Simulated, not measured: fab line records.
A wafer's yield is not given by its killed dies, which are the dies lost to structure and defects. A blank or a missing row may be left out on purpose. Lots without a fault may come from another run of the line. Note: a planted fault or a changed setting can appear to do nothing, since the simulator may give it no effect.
Lot-split experiment :: flow sky130 :: 23 wafers read from 5 lots, route of 708 steps

THE SPLIT
At SKY_VIA4_SOFTBAKE_07 (time 60 s), the setting tempC was moved away from the recipe's 90 C on 10 of the 23 wafers read, by -3.4% to +3.9%. All remaining wafers had this setting at the recipe value.

FROM THE SPLIT TO THE READING: what the file shows between them, 2 steps
- SKY_VIA4_EXPOSE_08: exposes mask VIM4, target cd 800 nm
- SKY_VIA4_PEB_09

THE READING
NOVOLAK_of_VIA4_COAT_06.thkNm (the simulator's own value, which no gauge read), in nm, at SKY_VIA4_DEVELOP_10 (develop time 60 s). There is no usual value for it anywhere in the file. Average 1139 nm, standard deviation 3.3 nm, over the 13 wafers here run with the recipe.

wafer: L076.1
tool, chamber at the split: lithoTrack-04, 0
tempC as run, C: 90
against the recipe: recipe
NOVOLAK_of_VIA4_COAT_06.thkNm, nm: 1142
against lot-mates on the recipe: -

wafer: L076.2
tool, chamber at the split: lithoTrack-04, 0
tempC as run, C: 91
against the recipe: +1.1%
NOVOLAK_of_VIA4_COAT_06.thkNm, nm: 1135
against lot-mates on the recipe: -8

wafer: L076.3
tool, chamber at the split: lithoTrack-04, 0
tempC as run, C: 91
against the recipe: +1.1%
NOVOLAK_of_VIA4_COAT_06.thkNm, nm: 1140
against lot-mates on the recipe: -2

wafer: L076.5
tool, chamber at the split: lithoTrack-04, 0
tempC as run, C: 90
against the recipe: recipe
NOVOLAK_of_VIA4_COAT_06.thkNm, nm: 1143
against lot-mates on the recipe: -

wafer: L076.6
tool, chamber at the split: lithoTrack-04, 0
tempC as run, C: 91
against the recipe: +1.1%
NOVOLAK_of_VIA4_COAT_06.thkNm, nm: 1137
against lot-mates on the recipe: -6

wafer: L080.1
tool, chamber at the split: lithoTrack-02, 0
tempC as run, C: 93.53
against the recipe: +3.9%
NOVOLAK_of_VIA4_COAT_06.thkNm, nm: 1129
against lot-mates on the recipe: -8

wafer: L080.6
tool, chamber at the split: lithoTrack-02, 0
tempC as run, C: 93.53
against the recipe: +3.9%
NOVOLAK_of_VIA4_COAT_06.thkNm, nm: 1129
against lot-mates on the recipe: -8

wafer: L080.3
tool, chamber at the split: lithoTrack-02, 0
tempC as run, C: 90
against the recipe: recipe
NOVOLAK_of_VIA4_COAT_06.thkNm, nm: 1138
against lot-mates on the recipe: -

wafer: L080.4
tool, chamber at the split: lithoTrack-02, 0
tempC as run, C: 93.53
against the recipe: +3.9%
NOVOLAK_of_VIA4_COAT_06.thkNm, nm: 1131
against lot-mates on the recipe: -6

wafer: L080.5
tool, chamber at the split: lithoTrack-02, 0
tempC as run, C: 90
against the recipe: recipe
NOVOLAK_of_VIA4_COAT_06.thkNm, nm: 1135
against lot-mates on the recipe: -

wafer: L082.1
tool, chamber at the split: lithoTrack-04, 0
tempC as run, C: 86.93
against the recipe: -3.4%
NOVOLAK_of_VIA4_COAT_06.thkNm, nm: 1146
against lot-mates on the recipe: +10

wafer: L082.2
tool, chamber at the split: lithoTrack-04, 0
tempC as run, C: 90
against the recipe: recipe
NOVOLAK_of_VIA4_COAT_06.thkNm, nm: 1137
against lot-mates on the recipe: -

wafer: L082.6
tool, chamber at the split: lithoTrack-04, 0
tempC as run, C: 90
against the recipe: recipe
NOVOLAK_of_VIA4_COAT_06.thkNm, nm: 1137
against lot-mates on the recipe: -

wafer: L082.3
tool, chamber at the split: lithoTrack-04, 0
tempC as run, C: 86.93
against the recipe: -3.4%
NOVOLAK_of_VIA4_COAT_06.thkNm, nm: 1150
against lot-mates on the recipe: +14

wafer: L082.5
tool, chamber at the split: lithoTrack-04, 0
tempC as run, C: 90
against the recipe: recipe
NOVOLAK_of_VIA4_COAT_06.thkNm, nm: 1135
against lot-mates on the recipe: -

wafer: L083.4
tool, chamber at the split: lithoTrack-02, 0
tempC as run, C: 90
against the recipe: recipe
NOVOLAK_of_VIA4_COAT_06.thkNm, nm: 1144
against lot-mates on the recipe: -

wafer: L083.6
tool, chamber at the split: lithoTrack-02, 0
tempC as run, C: 90
against the recipe: recipe
NOVOLAK_of_VIA4_COAT_06.thkNm, nm: 1144
against lot-mates on the recipe: -

wafer: L083.5
tool, chamber at the split: lithoTrack-02, 0
tempC as run, C: 90
against the recipe: recipe
NOVOLAK_of_VIA4_COAT_06.thkNm, nm: 1143
against lot-mates on the recipe: -

wafer: L085.2
tool, chamber at the split: lithoTrack-02, 0
tempC as run, C: 90
against the recipe: recipe
NOVOLAK_of_VIA4_COAT_06.thkNm, nm: 1138
against lot-mates on the recipe: -

wafer: L085.3
tool, chamber at the split: lithoTrack-02, 0
tempC as run, C: 92.55
against the recipe: +2.8%
NOVOLAK_of_VIA4_COAT_06.thkNm, nm: 1133
against lot-mates on the recipe: -5

wafer: L085.4
tool, chamber at the split: lithoTrack-02, 0
tempC as run, C: 90
against the recipe: recipe
NOVOLAK_of_VIA4_COAT_06.thkNm, nm: 1141
against lot-mates on the recipe: -

wafer: L085.5
tool, chamber at the split: lithoTrack-02, 0
tempC as run, C: 92.55
against the recipe: +2.8%
NOVOLAK_of_VIA4_COAT_06.thkNm, nm: 1129
against lot-mates on the recipe: -9

wafer: L085.6
tool, chamber at the split: lithoTrack-02, 0
tempC as run, C: 90
against the recipe: recipe
NOVOLAK_of_VIA4_COAT_06.thkNm, nm: 1136
against lot-mates on the recipe: -

THE FIT
A straight line over all 23 wafers: NOVOLAK_of_VIA4_COAT_06.thkNm changes by -2.56 nm for each +1% of tempC; r = -0.86; the points scatter about the line by 2.9 nm.
The same after taking each lot's own level away (the mean of its wafers on the recipe; 23 wafers): -2.5 nm for each +1%; r = -0.90; scatter 2.3 nm.
On that fit, the largest move of tempC shifts the reading by 9.8 nm.
Across the lots, their own levels run from 1136.3 to 1143.7 nm, a range of 2.2 times the standard deviation given above.
Hence the lot-to-lot level has little effect on the slope; both slopes agree.
Check: for one of the wafers moved furthest among these (+3.9%), held out of the fit, the line's prediction against its lot-mates is -9.93 nm. It came out at -7.5 nm against them.

THESE WAFERS: OTHER SPLITS
Other splits were also applied to these wafers ahead of the reading. Each is held against what the fit with the lots' levels taken away leaves over:
other split on the same wafers: SKY_CAP2M_SPUTTER_02 powerW
wafers away from the commonest value: 11
r with NOVOLAK_of_VIA4_COAT_06.thkNm (lot level and that fit taken away): -0.68

other split on the same wafers: SKY_METAL4_METAL_ETCH_18 icpW
wafers away from the commonest value: 8
r with NOVOLAK_of_VIA4_COAT_06.thkNm (lot level and that fit taken away): -0.36

THE FILE'S OWN FIT
NOVOLAK_of_VIA4_COAT_06.thkNm changes by -2.56 nm for each +1% of tempC, r = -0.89.
